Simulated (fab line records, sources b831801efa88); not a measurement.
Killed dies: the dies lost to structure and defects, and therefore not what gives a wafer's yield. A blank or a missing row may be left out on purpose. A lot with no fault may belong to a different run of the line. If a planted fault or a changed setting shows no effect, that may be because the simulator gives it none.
Commonality check across tools :: flow sky130 :: Sample size 12 lots and 36 wafers

## REASON IT WAS OPENED
2 of 12 lots carry a flag on the reading VT_ADJUST_HVTP_TW at SKY_VT_ADJUST_HVTP_TW_MEAS_11. Fault-free wafers read 1362, with a standard deviation of 22.
Rule: a lot is flagged in two cases, either no wafer of it has a number, or all its wafers with numbers fall more than 4 standard deviations from that mean. All remaining lots are regarded as sound.

lot: L508
measured: day 6 01:12
on: film_metro-01
VT_ADJUST_HVTP_TW, wafer by wafer: 1356 1349 1352
flag: 

lot: L509
measured: day 6 04:29
on: film_metro-03
VT_ADJUST_HVTP_TW, wafer by wafer: 1343 1339 1339
flag: 

lot: L510
measured: day 6 09:38
on: film_metro-03
VT_ADJUST_HVTP_TW, wafer by wafer: 1343 1343 1342
flag: 

lot: L514
measured: day 7 13:10
on: film_metro-04
VT_ADJUST_HVTP_TW, wafer by wafer: 1471 1473 1475
flag: FLAGGED

lot: L515
measured: day 7 13:27
on: film_metro-04
VT_ADJUST_HVTP_TW, wafer by wafer: 1394 1395 1398
flag: 

lot: L519
measured: day 8 16:52
on: film_metro-04
VT_ADJUST_HVTP_TW, wafer by wafer: 1456 1458 1469
flag: FLAGGED

lot: L524
measured: day 10 16:33
on: film_metro-03
VT_ADJUST_HVTP_TW, wafer by wafer: 1343 1335 1338
flag: 

lot: L526
measured: day 11 02:25
on: film_metro-01
VT_ADJUST_HVTP_TW, wafer by wafer: 1358 1352 1355
flag: 

lot: L527
measured: day 11 06:48
on: film_metro-01
VT_ADJUST_HVTP_TW, wafer by wafer: 1360 1362 1361
flag: 

lot: L528
measured: day 11 09:13
on: film_metro-03
VT_ADJUST_HVTP_TW, wafer by wafer: 1337 1350 1349
flag: 

lot: L530
measured: day 12 00:07
on: film_metro-04
VT_ADJUST_HVTP_TW, wafer by wafer: 1388 1390 1385
flag: 

lot: L531
measured: day 12 05:11
on: film_metro-04
VT_ADJUST_HVTP_TW, wafer by wafer: 1389 1384 1377
flag: 
On average the flagged lots' numbers are 1467, which is +105 against the usual, or +5 standard deviations.

## WHICH TOOL RAN EACH LOT
The record holds 1 process step before the reading, out of a route of 708 steps. Each cell gives the tool, then ch followed by the chambers the sampled wafers passed through, then the start.
lot: L508
flag: 
SKY_VT_ADJUST_HVTP_IMPLANT_09: implanter-04 ch 0, day 6 00:57

lot: L509
flag: 
SKY_VT_ADJUST_HVTP_IMPLANT_09: implanter-01 ch 0, day 6 04:16

lot: L510
flag: 
SKY_VT_ADJUST_HVTP_IMPLANT_09: implanter-01 ch 0, day 6 09:26

lot: L514
flag: FLAGGED
SKY_VT_ADJUST_HVTP_IMPLANT_09: implanter-01 ch 0, day 7 12:55

lot: L515
flag: 
SKY_VT_ADJUST_HVTP_IMPLANT_09: implanter-04 ch 0, day 7 13:12

lot: L519
flag: FLAGGED
SKY_VT_ADJUST_HVTP_IMPLANT_09: implanter-01 ch 0, day 8 16:38

lot: L524
flag: 
SKY_VT_ADJUST_HVTP_IMPLANT_09: implanter-02 ch 0, day 10 16:18

lot: L526
flag: 
SKY_VT_ADJUST_HVTP_IMPLANT_09: implanter-04 ch 0, day 11 02:10

lot: L527
flag: 
SKY_VT_ADJUST_HVTP_IMPLANT_09: implanter-04 ch 0, day 11 06:33

lot: L528
flag: 
SKY_VT_ADJUST_HVTP_IMPLANT_09: implanter-01 ch 0, day 11 08:58

lot: L530
flag: 
SKY_VT_ADJUST_HVTP_IMPLANT_09: implanter-01 ch 0, day 11 23:52

lot: L531
flag: 
SKY_VT_ADJUST_HVTP_IMPLANT_09: implanter-02 ch 0, day 12 04:58
What the steps here do:
- SKY_VT_ADJUST_HVTP_IMPLANT_09
- SKY_VT_ADJUST_HVTP_TW_MEAS_11

## FLAGGED OVER TOTAL, TOOL BY TOOL (the gauges that took the reading come last)
step: SKY_VT_ADJUST_HVTP_IMPLANT_09
tool: implanter-01
lots run: 6
flagged: 2
share of the flagged lots: all
sound lots run after its first flagged lot: 2 (L528,L530)

step: SKY_VT_ADJUST_HVTP_IMPLANT_09
tool: implanter-02
lots run: 2
flagged: 0
share of the flagged lots: none
sound lots run after its first flagged lot: -

step: SKY_VT_ADJUST_HVTP_IMPLANT_09
tool: implanter-04
lots run: 4
flagged: 0
share of the flagged lots: none
sound lots run after its first flagged lot: -

step: SKY_VT_ADJUST_HVTP_TW_MEAS_11
tool: film_metro-01
lots run: 3
flagged: 0
share of the flagged lots: none
sound lots run after its first flagged lot: -

step: SKY_VT_ADJUST_HVTP_TW_MEAS_11
tool: film_metro-03
lots run: 4
flagged: 0
share of the flagged lots: none
sound lots run after its first flagged lot: -

step: SKY_VT_ADJUST_HVTP_TW_MEAS_11
tool: film_metro-04
lots run: 5
flagged: 2
share of the flagged lots: all
sound lots run after its first flagged lot: 3 (L515,L530,L531)

## WHAT IS ALLOWED BY THE TABLE
Rows of the table that ran all the flagged lots, 2 in number: implanter-01 at SKY_VT_ADJUST_HVTP_IMPLANT_09; film_metro-04 at SKY_VT_ADJUST_HVTP_TW_MEAS_11.
- implanter-01 at SKY_VT_ADJUST_HVTP_IMPLANT_09 ran 6 lots, 2 of them flagged. Lots that were sound ran on it after the first flagged one (L528, L530); a persistent fault on the entire tool would not allow that. Its own readings lie more than 4 standard deviations out on every wafer of the flagged lots: dose_ions_cm2, faraday_current_uA.
- film_metro-04 at SKY_VT_ADJUST_HVTP_TW_MEAS_11 ran 5 lots, 2 of them flagged. Lots that were sound ran on it after the first flagged one (L515, L530, L531); a persistent fault on the entire tool would not allow that.
Every row of the table either missed a flagged lot or ran a sound lot after the first.

## WHAT WAS PUT IN BY THE SIMULATOR
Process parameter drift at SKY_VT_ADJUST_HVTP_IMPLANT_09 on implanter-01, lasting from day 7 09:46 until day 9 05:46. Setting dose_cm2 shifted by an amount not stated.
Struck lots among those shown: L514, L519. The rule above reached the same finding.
